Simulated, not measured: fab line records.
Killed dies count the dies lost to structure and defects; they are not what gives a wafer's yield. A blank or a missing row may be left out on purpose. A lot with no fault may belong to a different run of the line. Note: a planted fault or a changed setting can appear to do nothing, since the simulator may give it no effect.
fab line records	flow gf180mcu
record: lots: 24	wafers: 72	lastDay: 34
route steps=602 shown MIM@511 M5@534 V5@558 TOP_METAL@581 PASSIVATION@601
lots that met no fault: taken from a fault-free run of the same line
startH: the number of hours between the record's first day and the start of the first shown wafer of the lot	waitH: hours elapsed since this lot's preceding step	" as in the row above	L1.1+2: a single row standing in for several wafers	- value missing, or start not given	* or withheld: withheld	< > ~ a bound
route shown NAME@n: a module of which the file shows steps, and the number in the route of the first	usual: mean/standard deviation taken from wafers without a fault	same: alike in all rows	chamber/n: place in a boat	sites: per-site readings	_std_site: standard deviation across them	_edge_site: mean of outer sites minus mean of inner sites	radiusMm: for every site, how far away it sits from the centre of the wafer	mask NAME#n: copy n	behind: the most recent tool/chamber to have shaped the wafer	hold: why the lot was held/for how many hours/how that ended	device: the transistor (n, p or np) that didn't switch	end of line: the tests these same wafers got at the end of their route	a step given without rows: its recipe and nothing more	killed: not the wafer's yield, but the dies lost to structure and defects at the first sort	map: a wafer's dies, x killed, . not, _ none there
set.NAME: the setting that was run; set.NAME@STEP: the one run at that earlier step	model.NAME: the simulator's own value behind a step, which no gauge read
one table for each step of the route and one row for each wafer, over a sample of lots
services: a tool's chamber out of use, with start hour (startH, from the record's first day; less than 0 if before it), hours out, and reason
== steps ==
step: GF_MIM_SPUTTER_08
recipe: material: AlCu	targetThkNm: 200	powerW: 10600	timeS: 10.6	chamberPressurePa: 0.4
usual: throttleValvePct: 29.8/1.5
lot.wafer	tool	chamber	startH	waitH	throttleValvePct
L074.1	pvdSputter-02	-	560.00	0.0	29.4
L074.2	"	-	"	"	30.6
L074.6	"	-	"	"	29.8
L075.1	pvdSputter-02	-	572.96	0.0	30.5
L075.2	"	-	"	"	29.8
L075.3	"	-	"	"	29.6
L076.2	pvdSputter-04	-	582.11	0.0	32.6
L076.4	"	-	"	"	27.7
L076.6	"	-	"	"	32.4
L077.1	pvdSputter-02	-	589.35	0.0	29.5
L077.4	"	-	"	"	30.5
L077.5	"	-	"	"	29.7
L078.1	pvdSputter-04	-	594.26	0.0	27.4
L078.3	"	-	"	"	30.3
L078.4	"	-	"	"	27.7
L079.3	pvdSputter-02	-	606.65	0.0	30.6
L079.5	"	-	"	"	29.5
L079.6	"	-	"	"	30.9
L080.2	pvdSputter-02	-	613.21	0.0	30.8
L080.3	"	-	"	"	30.4
L080.5	"	-	"	"	30.8
L081.3	pvdSputter-02	-	624.58	0.0	29.7
L081.4	"	-	"	"	29.8
L081.6	"	-	"	"	30.1
L082.1	pvdSputter-03	-	630.06	0.0	30.4
L082.3	"	-	"	"	29.2
L082.5	"	-	"	"	29.2
L083.2	pvdSputter-04	-	641.49	0.0	27.7
L083.3	"	-	"	"	30.4
L083.5	"	-	"	"	27.8
L084.3	pvdSputter-04	-	647.41	0.0	32.5
L084.5	"	-	"	"	32.5
L084.6	"	-	"	"	27.8
L085.1	pvdSputter-04	-	650.95	0.0	27.3
L085.3	"	-	"	"	30.4
L085.4	"	-	"	"	27.4
L086.1	pvdSputter-03	-	659.73	0.0	29.1
L086.2	"	-	"	"	30.8
L086.4	"	-	"	"	30.4
L087.4	pvdSputter-04	-	665.39	0.0	27.5
L087.5	"	-	"	"	27.8
L087.6	"	-	"	"	32.6
L088.2	pvdSputter-04	-	671.00	0.0	32.8
L088.4	"	-	"	"	27.9
L088.5	"	-	"	"	32.5
L089.1	pvdSputter-04	-	678.44	0.0	28.0
L089.5	"	-	"	"	27.9
L089.6	"	-	"	"	32.3
L090.1	pvdSputter-02	-	685.00	0.0	30.8
L090.3	"	-	"	"	29.6
L090.4	"	-	"	"	29.7
L091.1	pvdSputter-03	-	693.67	0.0	29.1
L091.3	"	-	"	"	30.4
L091.4	"	-	"	"	30.4
L092.1	pvdSputter-03	-	698.06	0.0	28.7
L092.4	"	-	"	"	30.4
L092.6	"	-	"	"	30.3
L093.4	pvdSputter-04	-	708.57	0.0	27.7
L093.5	"	-	"	"	32.6
L093.6	"	-	"	"	27.8
L094.1	pvdSputter-03	-	716.00	0.0	30.3
L094.5	"	-	"	"	30.3
L094.6	"	-	"	"	28.6
L095.1	pvdSputter-03	-	720.60	0.0	28.5
L095.3	"	-	"	"	29.3
L095.6	"	-	"	"	30.9
L097.1	pvdSputter-03	-	727.84	0.0	29.3
L097.3	"	-	"	"	30.5
L097.4	"	-	"	"	28.7
L096.2	pvdSputter-04	-	728.06	0.0	27.8
L096.5	"	-	"	"	32.6
L096.6	"	-	"	"	27.5
step: GF_M5_OVL_MEAS_08
usual: M5_OVL: 0/4
lot.wafer	tool	chamber	startH	waitH	M5_OVL[nm]
L074.1	overlay-01	-	603.00	0.1	-2
L074.2	"	-	"	"	8
L074.6	"	-	"	"	5
L075.1	overlay-01	-	615.35	0.1	-4
L075.2	"	-	"	"	-9
L075.3	"	-	"	"	1
L076.2	overlay-02	-	624.61	0.1	-3
L076.4	"	-	"	"	-1
L076.6	"	-	"	"	-7
L077.1	overlay-01	-	631.40	0.1	0
L077.4	"	-	"	"	0
L077.5	"	-	"	"	6
L078.1	overlay-02	-	635.75	0.1	0
L078.3	"	-	"	"	-1
L078.4	"	-	"	"	4
L079.3	overlay-02	-	647.31	0.1	-7
L079.5	"	-	"	"	2
L079.6	"	-	"	"	-1
L080.2	overlay-01	-	654.61	0.1	5
L080.3	"	-	"	"	-3
L080.5	"	-	"	"	0
L081.3	overlay-02	-	664.76	0.1	-5
L081.4	"	-	"	"	-3
L081.6	"	-	"	"	0
L082.1	overlay-01	-	670.43	0.1	-7
L082.3	"	-	"	"	-6
L082.5	"	-	"	"	-4
L083.2	overlay-01	-	680.26	0.1	-8
L083.3	"	-	"	"	1
L083.5	"	-	"	"	-5
L084.3	overlay-02	-	685.66	0.1	1
L084.5	"	-	"	"	2
L084.6	"	-	"	"	-4
L085.1	overlay-02	-	689.05	0.1	-2
L085.3	"	-	"	"	-5
L085.4	"	-	"	"	2
L086.1	overlay-01	-	697.65	0.1	0
L086.2	"	-	"	"	3
L086.4	"	-	"	"	-4
L087.4	overlay-01	-	703.62	0.1	5
L087.5	"	-	"	"	3
L087.6	"	-	"	"	3
L088.2	overlay-02	-	707.50	0.1	-5
L088.4	"	-	"	"	4
L088.5	"	-	"	"	7
L089.1	overlay-02	-	714.75	0.1	4
L089.5	"	-	"	"	-3
L089.6	"	-	"	"	-2
L090.1	overlay-02	-	722.00	0.1	-2
L090.3	"	-	"	"	1
L090.4	"	-	"	"	-5
L091.1	overlay-01	-	729.50	0.1	-5
L091.3	"	-	"	"	-3
L091.4	"	-	"	"	-4
L092.1	overlay-02	-	733.95	0.1	3
L092.4	"	-	"	"	2
L092.6	"	-	"	"	7
L093.4	overlay-02	-	743.32	0.1	1
L093.5	"	-	"	"	0
L093.6	"	-	"	"	5
L094.1	overlay-01	-	750.43	0.1	1
L094.5	"	-	"	"	-3
L094.6	"	-	"	"	-6
L095.1	overlay-01	-	755.80	0.1	-5
L095.3	"	-	"	"	5
L095.6	"	-	"	"	5
L097.1	overlay-01	-	761.85	0.1	2
L097.3	"	-	"	"	-6
L097.4	"	-	"	"	5
L096.2	overlay-01	-	762.45	0.1	0
L096.5	"	-	"	"	-5
L096.6	"	-	"	"	-1
step: GF_V5_STRIP_18
recipe: chemistry: O2/N2	powerW: 1400	pressureMtorr: 1500	platenTempC: 250	o2FlowSccm: 3000	n2FlowSccm: 300	overashFraction: 0.5
usual: drypumpMotorCurrentA: 5.6/0.56	heaterPowerW: 323/12	oesProductAu: 0.569/0.0051
lot.wafer	tool	chamber	startH	waitH	drypumpMotorCurrentA	heaterPowerW	oesProductAu	rfHoursCounterH
L074.1	plasmaAsher-03	1	625.14	-	5.0	310	0.573	104
L074.2	"	0	"	"	5.5	323	0.572	104
L074.6	"	0	"	"	5.5	334	0.563	-
L075.1	plasmaAsher-04	1	637.15	-	5.9	316	0.567	21
L075.2	"	0	"	"	5.8	320	0.565	21
L075.3	"	0	"	"	5.8	322	0.566	-
L076.2	plasmaAsher-04	1	646.20	-	5.9	315	0.568	22
L076.4	"	1	"	"	5.9	325	0.571	-
L076.6	"	0	"	"	5.8	335	0.576	-
L077.1	plasmaAsher-03	0	652.35	-	5.5	339	0.563	107
L077.4	"	0	"	"	5.5	330	0.571	-
L077.5	"	1	"	"	5.0	309	0.567	-
L078.1	plasmaAsher-03	1	657.04	-	5.0	309	0.579	107
L078.3	"	1	"	"	5.0	300	0.575	-
L078.4	"	0	"	"	5.5	333	0.575	-
L079.3	plasmaAsher-01	1	667.98	-	5.2	318	0.563	-
L079.5	"	1	"	"	5.2	319	0.571	-
L079.6	"	0	"	"	6.8	327	0.565	-
L080.2	plasmaAsher-01	1	675.49	-	5.2	321	0.574	53
L080.3	"	0	"	"	6.7	331	0.571	-
L080.5	"	1	"	"	5.3	320	0.572	-
L081.3	plasmaAsher-04	0	685.77	-	5.8	334	0.572	-
L081.4	"	1	"	"	5.9	325	0.567	-
L081.6	"	0	"	"	5.8	322	0.563	-
L082.1	plasmaAsher-03	0	689.89	-	5.5	327	0.565	111
L082.3	"	0	"	"	5.5	338	0.565	-
L082.5	"	0	"	"	5.5	335	0.564	-
L083.2	plasmaAsher-01	1	700.89	-	5.2	313	0.573	56
L083.3	"	1	"	"	5.2	311	0.561	-
L083.5	"	0	"	"	6.8	323	0.582	-
L084.3	plasmaAsher-03	1	706.62	-	5.0	304	0.566	-
L084.5	"	0	"	"	5.5	328	0.571	-
L084.6	"	1	"	"	5.0	305	0.573	-
L085.1	plasmaAsher-04	1	709.19	-	5.9	321	0.563	29
L085.3	"	0	"	"	5.8	331	0.571	-
L085.4	"	1	"	"	5.9	324	0.573	-
L086.1	plasmaAsher-03	0	717.04	-	5.5	335	0.557	114
L086.2	"	1	"	"	5.0	306	0.568	114
L086.4	"	1	"	"	5.0	303	0.572	-
L087.4	plasmaAsher-03	0	723.23	-	5.5	324	0.575	-
L087.5	"	1	"	"	5.0	303	0.566	-
L087.6	"	0	"	"	5.4	340	0.565	-
L088.2	plasmaAsher-03	0	727.49	-	5.5	327	0.562	116
L088.4	"	0	"	"	5.5	332	0.567	-
L088.5	"	0	"	"	5.5	332	0.567	-
L089.1	plasmaAsher-04	1	733.90	-	5.9	323	0.564	32
L089.5	"	1	"	"	5.9	316	0.571	-
L089.6	"	0	"	"	5.8	337	0.573	-
L090.1	plasmaAsher-01	1	741.56	-	5.3	321	0.569	60
L090.3	"	0	"	"	6.8	324	0.570	-
L090.4	"	1	"	"	5.3	321	0.568	-
L091.1	plasmaAsher-03	1	748.60	-	5.0	322	0.564	0
L091.3	"	1	"	"	5.0	317	0.561	-
L091.4	"	0	"	"	5.5	352	0.577	-
L092.1	plasmaAsher-01	1	752.44	-	5.2	318	0.569	62
L092.4	"	1	"	"	5.3	319	0.572	-
L092.6	"	1	"	"	5.3	327	0.576	-
L093.4	plasmaAsher-01	0	761.79	-	6.8	326	0.561	-
L093.5	"	1	"	"	5.3	328	0.576	-
L093.6	"	0	"	"	6.7	327	0.575	-
L094.1	plasmaAsher-04	0	768.29	-	5.8	331	0.566	36
L094.5	"	0	"	"	5.8	332	0.572	-
L094.6	"	1	"	"	5.9	318	0.575	-
L095.1	plasmaAsher-01	0	773.49	-	6.8	327	0.582	64
L095.3	"	0	"	"	6.8	320	0.564	-
L095.6	"	1	"	"	5.3	319	0.570	-
L097.1	plasmaAsher-04	1	779.14	-	5.9	325	0.570	37
L097.3	"	0	"	"	5.8	327	0.563	-
L097.4	"	1	"	"	5.9	329	0.569	-
L096.2	plasmaAsher-03	1	779.80	-	5.0	319	0.569	4
L096.5	"	1	"	"	5.0	323	0.567	-
L096.6	"	0	"	"	5.5	359	0.573	-
step: GF_TOP_METAL_CD_MEAS_14
recipe: targetCdNm: 440
usual: cdNm: 440.2/2.9
lot.wafer	tool	chamber	startH	waitH	cdNm
L074.1	cdSem-01	-	646.19	0.1	441.0
L074.2	"	-	"	"	440.2
L074.6	"	-	"	"	438.8
L075.1	cdSem-01	-	657.98	0.1	440.2
L075.2	"	-	"	"	438.7
L075.3	"	-	"	"	439.4
L076.2	cdSem-02	-	666.85	0.1	439.0
L076.4	"	-	"	"	434.4
L076.6	"	-	"	"	436.3
L077.1	cdSem-01	-	672.28	0.1	441.3
L077.4	"	-	"	"	442.5
L077.5	"	-	"	"	441.8
L078.1	cdSem-02	-	677.43	0.1	446.2
L078.3	"	-	"	"	448.8
L078.4	"	-	"	"	445.4
L079.3	cdSem-01	-	687.82	0.1	439.5
L079.5	"	-	"	"	439.4
L079.6	"	-	"	"	441.1
L080.2	cdSem-01	-	695.05	0.1	435.8
L080.3	"	-	"	"	437.8
L080.5	"	-	"	"	437.1
L081.3	cdSem-02	-	705.97	0.1	444.2
L081.4	"	-	"	"	443.3
L081.6	"	-	"	"	442.4
L082.1	cdSem-02	-	709.93	0.1	440.7
L082.3	"	-	"	"	437.0
L082.5	"	-	"	"	440.9
L083.2	cdSem-02	-	720.20	0.1	440.0
L083.3	"	-	"	"	440.1
L083.5	"	-	"	"	438.7
L084.3	cdSem-01	-	726.22	0.1	438.0
L084.5	"	-	"	"	439.7
L084.6	"	-	"	"	439.4
L085.1	cdSem-02	-	728.09	0.1	438.1
L085.3	"	-	"	"	436.4
L085.4	"	-	"	"	438.0
L086.1	cdSem-02	-	735.73	0.1	442.6
L086.2	"	-	"	"	439.3
L086.4	"	-	"	"	440.4
L087.4	cdSem-02	-	742.80	0.1	440.4
L087.5	"	-	"	"	438.2
L087.6	"	-	"	"	440.2
L088.2	cdSem-02	-	746.20	0.1	435.5
L088.4	"	-	"	"	434.9
L088.5	"	-	"	"	436.4
L089.1	cdSem-01	-	752.28	0.1	443.6
L089.5	"	-	"	"	442.4
L089.6	"	-	"	"	443.2
L090.1	cdSem-01	-	759.78	0.1	439.1
L090.3	"	-	"	"	441.0
L090.4	"	-	"	"	441.2
L091.1	cdSem-01	-	766.54	0.1	438.7
L091.3	"	-	"	"	438.2
L091.4	"	-	"	"	439.6
L092.1	cdSem-01	-	769.73	0.1	444.4
L092.4	"	-	"	"	444.6
L092.6	"	-	"	"	442.1
L093.4	cdSem-02	-	779.09	0.1	439.4
L093.5	"	-	"	"	438.6
L093.6	"	-	"	"	439.4
L094.1	cdSem-01	-	785.23	0.1	441.9
L094.5	"	-	"	"	442.0
L094.6	"	-	"	"	443.5
L095.1	cdSem-02	-	789.84	0.1	440.0
L095.3	"	-	"	"	439.2
L095.6	"	-	"	"	437.9
L097.1	cdSem-01	-	795.88	0.1	444.5
L097.3	"	-	"	"	443.5
L097.4	"	-	"	"	444.3
L096.2	cdSem-01	-	796.21	0.1	440.1
L096.5	"	-	"	"	440.1
L096.6	"	-	"	"	438.5
step: GF_TOP_METAL_STRIP_17
recipe: chemistry: O2/N2	powerW: 1400	pressureMtorr: 1500	platenTempC: 250	o2FlowSccm: 3000	n2FlowSccm: 300	overashFraction: 0.5
usual: drypumpMotorCurrentA: 5.6/0.43	heaterPowerW: 323/14	oesProductAu: 0.711/0.0048	stripTimeToEndpointS: 12.90/0.078
lot.wafer	tool	chamber	startH	waitH	drypumpMotorCurrentA	heaterPowerW	oesProductAu	rfHoursCounterH	stripTimeToEndpointS
L074.1	plasmaAsher-03	1	646.73	0.3	5.0	305	0.713	106	12.84
L074.2	"	0	"	"	5.5	332	0.710	106	12.91
L074.6	"	0	"	"	5.5	334	0.700	-	12.85
L075.1	plasmaAsher-03	1	658.33	0.1	5.0	307	0.707	108	12.80
L075.2	"	0	"	"	5.4	330	0.703	108	12.81
L075.3	"	0	"	"	5.4	336	0.716	-	12.81
L076.2	plasmaAsher-02	1	667.18	0.1	6.5	314	0.705	94	12.78
L076.4	"	0	"	"	5.8	304	0.708	-	12.79
L076.6	"	0	"	"	5.7	306	0.720	-	12.79
L077.1	plasmaAsher-03	1	672.63	0.1	5.0	306	0.708	109	12.84
L077.4	"	0	"	"	5.5	331	0.709	-	12.89
L077.5	"	0	"	"	5.4	332	0.704	-	12.84
L078.1	plasmaAsher-03	1	677.78	0.1	5.0	303	0.713	110	12.92
L078.3	"	0	"	"	5.5	346	0.711	-	12.89
L078.4	"	1	"	"	5.0	312	0.713	-	12.84
L079.3	plasmaAsher-04	1	688.16	0.1	5.8	326	0.713	-	12.85
L079.5	"	1	"	"	5.9	320	0.717	-	12.83
L079.6	"	0	"	"	5.8	337	0.710	-	12.88
L080.2	plasmaAsher-02	0	695.38	0.1	5.8	302	0.705	97	12.91
L080.3	"	0	"	"	5.7	304	0.708	-	13.00
L080.5	"	0	"	"	5.8	312	0.712	-	12.84
L081.3	plasmaAsher-03	0	706.31	0.1	5.5	329	0.721	-	13.02
L081.4	"	1	"	"	5.0	307	0.715	-	13.01
L081.6	"	1	"	"	5.0	311	0.710	-	13.00
L082.1	plasmaAsher-04	0	710.47	0.3	5.8	325	0.713	29	12.83
L082.3	"	1	"	"	5.9	322	0.710	-	12.86
L082.5	"	1	"	"	5.9	321	0.716	-	12.86
L083.2	plasmaAsher-03	1	720.72	0.3	5.0	302	0.706	115	12.90
L083.3	"	1	"	"	5.0	300	0.708	-	12.96
L083.5	"	0	"	"	5.5	341	0.714	-	12.86
L084.3	plasmaAsher-03	0	726.75	0.2	5.5	334	0.714	-	12.99
L084.5	"	0	"	"	5.5	335	0.710	-	12.95
L084.6	"	1	"	"	4.9	306	0.715	-	12.99
L085.1	plasmaAsher-02	0	728.63	0.3	5.7	320	0.709	99	12.97
L085.3	"	0	"	"	5.7	305	0.709	-	12.92
L085.4	"	1	"	"	6.5	311	0.720	-	12.95
L086.1	plasmaAsher-04	0	736.27	0.3	5.8	321	0.712	32	13.06
L086.2	"	1	"	"	5.9	323	0.703	32	12.90
L086.4	"	1	"	"	5.9	320	0.716	-	12.98
L087.4	plasmaAsher-04	0	743.12	0.1	5.8	326	0.710	-	12.83
L087.5	"	1	"	"	5.9	324	0.713	-	12.79
L087.6	"	0	"	"	5.8	332	0.724	-	12.82
L088.2	plasmaAsher-04	0	746.53	0.1	5.8	326	0.703	34	12.96
L088.4	"	0	"	"	5.8	326	0.716	-	12.98
L088.5	"	0	"	"	5.8	333	0.709	-	12.93
L089.1	plasmaAsher-03	1	752.82	0.3	5.0	324	0.712	1	13.01
L089.5	"	1	"	"	5.0	321	0.706	-	12.95
L089.6	"	0	"	"	5.5	359	0.710	-	12.97
L090.1	plasmaAsher-02	0	760.13	0.1	5.7	313	0.706	102	13.00
L090.3	"	0	"	"	5.7	304	0.711	-	12.84
L090.4	"	1	"	"	6.5	311	0.714	-	12.93
L091.1	plasmaAsher-03	0	766.88	0.1	5.5	353	0.714	2	12.83
L091.3	"	0	"	"	5.4	356	0.707	-	12.85
L091.4	"	1	"	"	5.0	324	0.713	-	12.86
L092.1	plasmaAsher-04	0	770.08	0.1	5.8	326	0.709	36	13.03
L092.4	"	1	"	"	5.9	322	0.711	-	13.09
L092.6	"	0	"	"	5.8	330	0.714	-	13.01
L093.4	plasmaAsher-04	1	779.41	0.1	5.9	315	0.714	-	12.94
L093.5	"	1	"	"	5.9	317	0.706	-	12.94
L093.6	"	0	"	"	5.8	325	0.714	-	12.97
L094.1	plasmaAsher-04	0	785.58	0.1	5.8	324	0.710	38	12.93
L094.5	"	0	"	"	5.8	332	0.711	-	13.03
L094.6	"	1	"	"	5.9	315	0.705	-	12.86
L095.1	plasmaAsher-03	0	790.18	0.1	5.5	353	0.715	5	12.86
L095.3	"	1	"	"	5.0	320	0.709	-	12.84
L095.6	"	0	"	"	5.5	359	0.705	-	12.89
L097.1	plasmaAsher-03	1	796.23	0.1	5.0	324	0.711	5	12.94
L097.3	"	0	"	"	5.5	359	0.716	-	12.96
L097.4	"	1	"	"	5.0	313	0.707	-	12.83
L096.2	plasmaAsher-04	1	796.53	0.1	5.9	322	0.712	39	12.78
L096.5	"	0	"	"	5.8	324	0.711	-	12.76
L096.6	"	1	"	"	5.9	311	0.712	-	12.85
step: GF_PASSIVATION_BOW_MEAS_14
recipe: mode: bow
usual: PASSIVATION_BOW: 134/11
lot.wafer	tool	chamber	startH	waitH	PASSIVATION_BOW[um]
L074.1	filmMetro-01	-	670.31	0.0	121
L074.2	"	-	"	"	126
L074.6	"	-	"	"	125
L075.1	filmMetro-01	-	680.55	0.0	146
L075.2	"	-	"	"	145
L075.3	"	-	"	"	150
L076.2	filmMetro-03	-	688.62	0.0	119
L076.4	"	-	"	"	127
L076.6	"	-	"	"	130
L077.1	filmMetro-04	-	694.36	0.0	139
L077.4	"	-	"	"	144
L077.5	"	-	"	"	143
L078.1	filmMetro-03	-	699.05	0.0	125
L078.3	"	-	"	"	128
L078.4	"	-	"	"	144
L079.3	filmMetro-03	-	708.84	0.0	147
L079.5	"	-	"	"	150
L079.6	"	-	"	"	137
L080.2	filmMetro-04	-	716.32	0.0	144
L080.3	"	-	"	"	132
L080.5	"	-	"	"	126
L081.3	filmMetro-04	-	726.34	0.0	118
L081.4	"	-	"	"	110
L081.6	"	-	"	"	125
L082.1	filmMetro-03	-	732.41	0.0	142
L082.3	"	-	"	"	144
L082.5	"	-	"	"	136
L083.2	filmMetro-04	-	740.78	0.0	120
L083.3	"	-	"	"	120
L083.5	"	-	"	"	122
L084.3	filmMetro-04	-	746.20	0.0	132
L084.5	"	-	"	"	144
L084.6	"	-	"	"	145
L085.1	filmMetro-04	-	749.06	0.0	134
L085.3	"	-	"	"	139
L085.4	"	-	"	"	130
L086.1	filmMetro-01	-	755.91	0.0	128
L086.2	"	-	"	"	139
L086.4	"	-	"	"	128
L087.4	filmMetro-04	-	762.37	0.1	127
L087.5	"	-	"	"	132
L087.6	"	-	"	"	148
L088.2	filmMetro-04	-	765.83	0.0	132
L088.4	"	-	"	"	135
L088.5	"	-	"	"	145
L089.1	filmMetro-01	-	771.65	0.0	122
L089.5	"	-	"	"	137
L089.6	"	-	"	"	130
L090.1	filmMetro-04	-	778.56	0.0	109
L090.3	"	-	"	"	115
L090.4	"	-	"	"	126
L091.1	filmMetro-04	-	785.51	0.0	127
L091.3	"	-	"	"	139
L091.4	"	-	"	"	133
L092.1	filmMetro-04	-	788.30	0.0	115
L092.4	"	-	"	"	123
L092.6	"	-	"	"	137
L093.4	filmMetro-04	-	797.46	0.1	147
L093.5	"	-	"	"	145
L093.6	"	-	"	"	147
L094.1	filmMetro-01	-	803.90	0.0	136
L094.5	"	-	"	"	127
L094.6	"	-	"	"	137
L095.1	filmMetro-03	-	807.50	0.0	126
L095.3	"	-	"	"	132
L095.6	"	-	"	"	132
L097.1	filmMetro-04	-	813.71	0.0	147
L097.3	"	-	"	"	139
L097.4	"	-	"	"	139
L096.2	filmMetro-01	-	814.07	0.0	124
L096.5	"	-	"	"	132
L096.6	"	-	"	"	133
== services ==
tool	chamber	startH	hours	kind
pvdSputter-02	-	560.63	5.4	repair
plasmaAsher-04	-	578.57	4.7	repair
plasmaAsher-01	-	584.36	23.4	pm
pvdSputter-03	-	587.65	2.4	repair
plasmaAsher-02	-	603.01	1.0	repair
plasmaAsher-01	-	635.40	17.2	repair
pvdSputter-03	-	664.54	1.5	repair
pvdSputter-02	-	671.76	7.6	repair
pvdSputter-03	-	676.32	7.0	repair
plasmaAsher-04	-	678.24	1.7	repair
plasmaAsher-02	-	698.83	15.6	pm
plasmaAsher-04	-	712.62	1.8	repair
plasmaAsher-02	-	719.59	0.4	repair
plasmaAsher-02	-	722.53	1.7	repair
pvdSputter-02	-	728.24	0.8	repair
plasmaAsher-03	-	733.75	9.0	pm
plasmaAsher-03	0	733.75	9.0	ventCycle
plasmaAsher-03	1	733.75	9.0	ventCycle
plasmaAsher-03	0	742.75	-	clean
plasmaAsher-03	-	745.26	2.8	pm
pvdSputter-04	-	755.28	8.2	repair
pvdSputter-04	-	771.03	10.9	repair
plasmaAsher-03	-	778.42	1.3	repair
plasmaAsher-02	-	790.80	3.0	repair
== key ==
fault none
